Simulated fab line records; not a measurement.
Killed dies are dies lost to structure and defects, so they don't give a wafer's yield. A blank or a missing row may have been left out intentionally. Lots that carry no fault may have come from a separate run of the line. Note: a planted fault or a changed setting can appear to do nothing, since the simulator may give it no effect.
Chamber matching ; flow gf180mcu ; GF_V2_CMP_04 on cmp-01 has 4 sister chambers
The step polishes SiO2. 4 wafers are shown with their chamber, then 7 later ones without.

## WAFERS PAIRED WITH THEIR CHAMBERS
wafer;chamber;motor current A (A)
L174.5;3;9.4
L176.5;2;14.2
L178.2;1;12.4
L178.3;0;13.6

## WAFERS WITHOUT THEIR CHAMBER
wafer;motor current A (A)
L178.4;14.2
L185.2;12.6
L185.4;9.4
L185.5;9.8
L186.1;9.8
L186.4;13.7
L186.6;13.1

## WHICH CHAMBER EACH WENT THROUGH
wafer;from the rows above;in truth
L178.4;2;2
L185.2;1;1
L185.4;3;3
L185.5;3;3
L186.1;3;3
L186.4;can't be placed: 0 or 2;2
L186.6;can't be placed: 0 or 1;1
5 of 7 placed correctly. These rows do not allow placing 2 (true chamber among the candidates in 2). 0 placed wrongly.
How it was worked out, from the rows above alone: a wafer's distance from a chamber is the root of the sum, over the readings, of the square of ((its reading less the chamber's mean) divided by the reading's scatter). The wafer belongs to the nearest chamber; if the next one is less than 2 further off, it can't be placed. A chamber's mean is the mean of its shown wafers. The scatter (one wafer shown for each chamber): square how far every hidden wafer sits from the nearest shown wafer, average those squares and take the square root.
